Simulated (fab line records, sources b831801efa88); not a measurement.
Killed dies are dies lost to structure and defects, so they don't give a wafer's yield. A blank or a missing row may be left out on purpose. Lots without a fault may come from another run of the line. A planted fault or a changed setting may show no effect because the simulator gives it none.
fab line records | flow sky130
record lots=5 wafers=15 last_day=50
route steps=708 shown PWDE@48 NWELL@56 PAD_OPEN@708
lots that met no fault: from a run of the same line without faults
start_h: hours from the record's first day to the start of the lot's first wafer shown | wait_h: hours since the lot's step before | " the same as in the row above | L1.1+2: a row that stands for several wafers | - no value, or no start given | * or withheld: withheld | < > ~ a bound
route shown NAME@n: a module of which the file shows steps, and the number in the route of the first | usual: mean/standard deviation of fault-free wafers | same: alike in all rows | chamber/n: place in a boat | sites: the reading at each site | _std_site: their standard deviation | _edge_site: outer sites' mean less inner sites' | radius_mm: how far each site lies from the wafer's centre | mask NAME#n: copy n | behind: the tool/chamber that last shaped the wafer | hold: why the lot was held/for how many hours/how that ended | device: the transistor (n, p or np) that didn't switch | end of line: the same wafers' tests at the end of the route | a step without rows: its recipe alone | killed: dies lost to structure and defects at the first sort, not the wafer's yield | map: a wafer's dies, x killed, . not, _ none there
set.NAME: the setting as run; set.NAME@STEP: as run at that earlier step | model.NAME: the simulator's own value behind a step, which no gauge read
lots at some steps of the route; a table a step, a row a wafer
services: from which hour (start_h, from the record's first day; less than 0 if before it) a tool's chamber was out of use, for how many hours, and why
## steps
# step SKY_PWDE_SOFTBAKE_03
# recipe temp_c=110 time_s=withheld
# step SKY_PWDE_EXPOSE_04
# recipe mask_id=PWDEM na=0.6 source_shape=conventional sigma_outer=0.6 polarization=unpolarized target_cd_nm=840 dose_mj=214
# step SKY_PWDE_PEB_05
# recipe temp_c=115 time_s=withheld
# step SKY_PWDE_DEVELOP_06
# recipe wall_angle_deg=90 developer=TMAH develop_time_s=60 dev_temp_c=23
# step SKY_PWDE_OVL_MEAS_07
# usual PWDE_OVL=-1.0/1.5
# columns lot.wafer tool chamber start_h wait_h PWDE_OVL[nm]
L133.2 overlay-01 - 114.80 - 0.7
L133.4 " - " " -0.3
L133.5 " - " " -0.4
L136.1 overlay-02 - 133.76 - 0.2
L136.5 " - " " -0.3
L136.6 " - " " -1.1
L145.1 overlay-02 - 184.99 - -1.3
L145.5 " - " " -2.8
L145.6 " - " " -0.2
L146.2 overlay-01 - 190.75 - 0.1
L146.4 " - " " -1.5
L146.5 " - " " -1.2
L147.1 overlay-02 - 191.74 - -0.2
L147.2 " - " " -0.5
L147.4 " - " " -1.9
# step SKY_PWDE_IMPLANT_08
# recipe species=B energy_kev=151.3 dose_cm2=3.6e+12 tilt_deg=withheld
# step SKY_PWDE_STRIP_09
# recipe chemistry=O2/N2 power_w=1400 pressure_mtorr=1500 platen_temp_c=withheld o2_flow_sccm=3000 n2_flow_sccm=300 overash_fraction=0.5
# usual drypump_motor_current_A=5.59/0.23 oes_product_au=0.722/0.0045 strip_time_to_endpoint_s=36.88/0.11
# columns lot.wafer tool chamber start_h wait_h drypump_motor_current_A oes_product_au rf_hours_counter_h strip_time_to_endpoint_s
L133.2 plasma_asher-04 0 114.98 0.1 5.47 0.726 42 36.84
L133.4 " 0 " " 5.44 0.718 - 36.89
L133.5 " 1 " " 5.61 0.715 - 36.77
L136.1 plasma_asher-03 1 133.95 0.1 5.44 0.719 1 36.85
L136.5 " 1 " " 5.45 0.719 - 36.86
L136.6 " 0 " " 5.17 0.723 - 36.78
L145.1 plasma_asher-02 0 185.18 0.1 5.96 0.726 45 36.74
L145.5 " 1 " " 5.80 0.721 - 36.90
L145.6 " 0 " " 5.96 0.721 - 36.90
L146.2 plasma_asher-02 0 190.93 0.1 5.97 0.718 45 36.65
L146.4 " 0 " " 5.96 0.723 - 36.80
L146.5 " 0 " " 5.96 0.725 - 36.73
L147.1 plasma_asher-03 0 191.93 0.1 5.18 0.726 7 36.93
L147.2 " 1 " " 5.42 0.722 7 37.00
L147.4 " 0 " " 5.19 0.724 - 36.85
# step SKY_PWDE_TW_MEAS_10
# usual PWDE_TW=371.1/1.9
# columns lot.wafer tool chamber start_h wait_h PWDE_TW
L133.2 film_metro-01 - 115.09 0.1 368.1
L133.4 " - " " 368.5
L133.5 " - " " 368.8
L136.1 film_metro-04 - 134.05 0.1 373.0
L136.5 " - " " 372.5
L136.6 " - " " 371.0
L145.1 film_metro-01 - 185.28 0.1 367.5
L145.5 " - " " 369.2
L145.6 " - " " 368.9
L146.2 film_metro-03 - 191.04 0.1 372.8
L146.4 " - " " 368.9
L146.5 " - " " 368.1
L147.1 film_metro-03 - 192.03 0.1 375.5
L147.2 " - " " 372.6
L147.4 " - " " 373.7
# step SKY_NWELL_DEHYDRATE_03
# recipe temp_c=200 time_s=60
# step SKY_NWELL_HMDS_04
# recipe prime_time_s=60 prime_temp_c=120
# step SKY_NWELL_COAT_05
# recipe spin_rpm=2000 resist_thk_nm=3000
# step SKY_NWELL_SOFTBAKE_06
# recipe temp_c=110 time_s=withheld
# step SKY_NWELL_EXPOSE_07
# recipe mask_id=NWM na=0.6 source_shape=conventional sigma_outer=0.6 polarization=unpolarized target_cd_nm=840 dose_mj=255
# columns lot.wafer tool chamber start_h wait_h mask
L133.2+4+5 iline_stepper-01 0 123.19 - NWM#0
L136.1+5+6 iline_stepper-02 0 143.69 - NWM_R1#0
L145.1+5+6 iline_stepper-01 0 195.47 - NWM#0
L146.2+4+5 iline_stepper-01 0 201.28 - NWM#0
L147.1+2+4 iline_stepper-02 0 202.65 - NWM#0
# step SKY_NWELL_PEB_08
# recipe temp_c=115 time_s=withheld
# step SKY_PAD_OPEN_PROBE_99
# columns lot.wafer tool chamber start_h wait_h hold model.etest.pfet_16v.r_on_ohm_um model.etest.nfet_16v.r_on_ohm_um model.etest.res_nwell.line_ohm_um model.etest.res_nwell.width_nm model.etest.res_iso_pwell.width_nm model.etest.pfet_16v.drive_ua_um
L133.2 prober-01 - 1116.68 0.1 - 1.525e+04 1.451e+04 1133 841.4 2638 240.8
L133.4 prober-01 - 1116.78 0.2 - 1.53e+04 1.437e+04 1124 846.2 2653 242.1
L133.5 prober-01 - 1116.83 0.2 - 1.559e+04 1.433e+04 1160 843.6 2654 240.8
L136.1 prober-01 - 1180.89 0.1 await_dispo/1.6h/release 1.438e+04 1.404e+04 1340 728.1 2719 263.2
L136.5 prober-01 - 1181.09 0.2 await_dispo/1.6h/release 1.431e+04 1.412e+04 1318 738.4 2712 264.3
L136.6 prober-01 - 1181.14 0.2 await_dispo/1.6h/release 1.434e+04 1.404e+04 1332 734.5 2702 267.4
L145.1 prober-01 - 1189.50 0.1 - 1.53e+04 1.468e+04 991.6 857.2 2622 246
L145.5 prober-01 - 1189.70 0.2 - 1.541e+04 1.459e+04 1007 853.3 2642 246.3
L145.6 prober-01 - 1189.75 0.2 - 1.531e+04 1.462e+04 1001 857.2 2639 249.1
L146.2 prober-01 - 1190.78 0.1 - 1.488e+04 1.389e+04 1122 817.3 2678 246.1
L146.4 prober-01 - 1190.88 0.2 - 1.477e+04 1.398e+04 1107 817.2 2672 249.1
L146.5 prober-01 - 1190.93 0.2 - 1.496e+04 1.395e+04 1100 814.4 2678 244.9
L147.1 prober-01 - 1191.40 0.1 - 1.518e+04 1.397e+04 1194 839.7 2642 245.5
L147.2 prober-01 - 1191.45 0.1 - 1.541e+04 1.394e+04 1188 837.6 2646 240.1
L147.4 prober-01 - 1191.55 0.2 - 1.524e+04 1.383e+04 1216 835.1 2649 246.7
# killed by level:class
L133.2 CONTACT:geometric_particle:open=10 VIA1:geometric_particle:open=7 VIA3:geometric_particle:open=7 LOCAL_INTERCONNECT:geometric_particle:short=5 CONTACT:geometric_particle:short=5 VIA1:geometric_particle:short=4 VIA2:geometric_particle:open=4 FIELD_ISO:geometric_particle:short=3
L133.4 CONTACT:geometric_particle:open=10 VIA2:geometric_particle:open=8 LOCAL_INTERCONNECT:geometric_particle:short=7 VIA3:geometric_particle:open=7 LI_CONTACT:geometric_particle:open=6 METAL1:geometric_particle:short=5 METAL2:geometric_particle:short=5 CONTACT:geometric_particle:short=4
L133.5 CONTACT:geometric_particle:open=14 VIA2:geometric_particle:open=12 VIA1:geometric_particle:open=9 VIA3:geometric_particle:open=8 METAL1:geometric_particle:short=8 POLY_GATE:geometric_particle:open=5 LI_CONTACT:geometric_particle:open=5 CONTACT:geometric_particle:short=4
L145.1 VIA1:geometric_particle:open=17 VIA1:geometric_particle:short=11 CONTACT:geometric_particle:open=9 VIA2:geometric_particle:open=7 LI_CONTACT:geometric_particle:open=5 CONTACT:geometric_particle:short=5 LI_CONTACT:geometric_particle:short=4 FIELD_ISO:geometric_particle:short=3
L145.5 VIA1:geometric_particle:open=11 VIA2:geometric_particle:open=10 VIA1:geometric_particle:short=5 LI_CONTACT:geometric_particle:short=4 LI_CONTACT:geometric_particle:open=4 METAL1:geometric_particle:short=4 VIA3:geometric_particle:open=4 CONTACT:geometric_particle:open=3
L145.6 VIA1:geometric_particle:open=12 VIA2:geometric_particle:open=10 LOCAL_INTERCONNECT:geometric_particle:short=6 LI_CONTACT:geometric_particle:open=5 CONTACT:geometric_particle:short=5 VIA2:geometric_particle:short=5 LI_CONTACT:geometric_particle:short=4 VIA1:geometric_particle:short=4
L146.2 VIA2:geometric_particle:open=10 VIA1:geometric_particle:open=9 CONTACT:geometric_particle:open=8 POLY_GATE:geometric_particle:open=6 VIA1:geometric_particle:short=6 LI_CONTACT:geometric_particle:short=5 METAL1:geometric_particle:short=5 POLY_GATE:geometric_particle:short=4
L146.4 VIA1:geometric_particle:open=13 CONTACT:geometric_particle:open=9 VIA2:geometric_particle:open=9 VIA1:geometric_particle:short=7 LI_CONTACT:geometric_particle:open=7 CONTACT:geometric_particle:short=5 METAL2:geometric_particle:short=5 FIELD_ISO:geometric_particle:short=4
L146.5 POLY_GATE:geometric_particle:open=10 VIA1:geometric_particle:open=8 FIELD_ISO:geometric_particle:open=7 LI_CONTACT:geometric_particle:open=7 METAL4:geometric_particle:short=6 METAL2:geometric_particle:short=6 VIA3:geometric_particle:open=6 CONTACT:geometric_particle:open=5
L147.1 VIA3:geometric_particle:open=11 CONTACT:geometric_particle:open=10 VIA1:geometric_particle:open=10 LI_CONTACT:geometric_particle:open=7 FIELD_ISO:geometric_particle:open=6 POLY_GATE:geometric_particle:open=5 CONTACT:geometric_particle:short=5 LI_CONTACT:geometric_particle:short=4
L147.2 VIA2:geometric_particle:short=8 LI_CONTACT:geometric_particle:open=7 CONTACT:geometric_particle:short=7 METAL1:geometric_particle:short=7 CONTACT:geometric_particle:open=6 VIA1:geometric_particle:open=6 VIA3:geometric_particle:open=6 LI_CONTACT:geometric_particle:short=5
L147.4 LI_CONTACT:geometric_particle:open=9 CONTACT:geometric_particle:open=8 VIA1:geometric_particle:open=7 VIA3:geometric_particle:short=6 VIA2:geometric_particle:open=6 METAL2:geometric_particle:short=5 FIELD_ISO:geometric_particle:open=4 FIELD_ISO:geometric_particle:short=4
# map L147.1 (x killed, . not)
__________xx...x...x_________
________.x............_______
______......xx.x....x..._____
_____...........xx.x.....____
____x..x...x..x.x.....x...___
___....xx................x.__
__..x..................x...._
_.x....xxx......x.x.x.x...xx.
_.x...x..x..............x....
_x............x.x...x.xx..x..
_........x..x..xx...x.x.....x
_.x.x.x....x...x.........x.x.
_x........x..............x..x
_.xx....xx.........x........x
_..x.....x.xx.....x..x...x...
__......x.......x.....x....._
___....x...................__
____................xx....___
_____.x.......x......xx..____
______.......x.........._____
________.......x......_______
__________......x..._________
# map L145.1 (x killed, . not)
__________.........._________
________....x..xx....._______
______x........x........_____
_____...x..x.............____
____x.x.....xx.......xx..x___
___..x....xx...x...........__
__x..xx....x....x..........._
_........xx.x.x.....x..x....x
_..x.....x.........x....x...x
_.x.x....x.x.................
_.......x...............x....
_x.....x.x...x......x........
_................x..x..x.....
_.x........x...x.x........x..
_..x.............x..........x
__.x...................x.x.._
___x.x.xx..x..........x....__
____...x.x....x..x...x....___
_____...x.....x........x.____
______xx......x....x...._____
________.....xx...x.x._______
__________....x....._________
## services
# columns tool chamber start_h hours kind
iline_stepper-02 - 101.15 4.4 pm
iline_stepper-01 - 107.82 1.7 pm
plasma_asher-03 - 108.75 9.0 pm
plasma_asher-03 0 108.75 9.0 vent_cycle
plasma_asher-03 1 108.75 9.0 vent_cycle
plasma_asher-03 0 117.75 - clean
plasma_asher-03 1 117.75 - clean
iline_stepper-01 0 125.77 - calibration
plasma_asher-02 - 149.74 3.7 repair
iline_stepper-01 - 156.15 10.1 repair
plasma_asher-03 - 172.89 2.0 repair
## key
first_sign step=SKY_NWELL_EXPOSE_07 reading=mask direction=changed
effect step=SKY_PAD_OPEN_PROBE_99 reading=hold direction=added
model_effect step=SKY_PAD_OPEN_PROBE_99 value=etest.pfet_16v.r_on_ohm_um without=1.484e+04 struck=1.434e+04
met_at SKY_NWELL_EXPOSE_07
struck_wafers L136.1,L136.5,L136.6
sort_left_out L136.1,L136.5,L136.6
tester_left_out L136
fault kind=wrong_mask tool=any chamber=- onset_h=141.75 steps=SKY_NWELL_EXPOSE_07 aux_copy=NWM_R1#0 cd_offset_nm=-101 scope=struck_lots_only
# tester_left_out: of these lots the tester's yield and bins aren't shown, on N5 and GAA mostly nor the transistor test; their killed dies are dies lost to structure and defects alone, not to doping, threshold or leakage, so they don't give the yield
# sort_left_out: the simulated sort isn't trusted on such a fault, so these wafers' sort isn't shown, and their yield isn't known
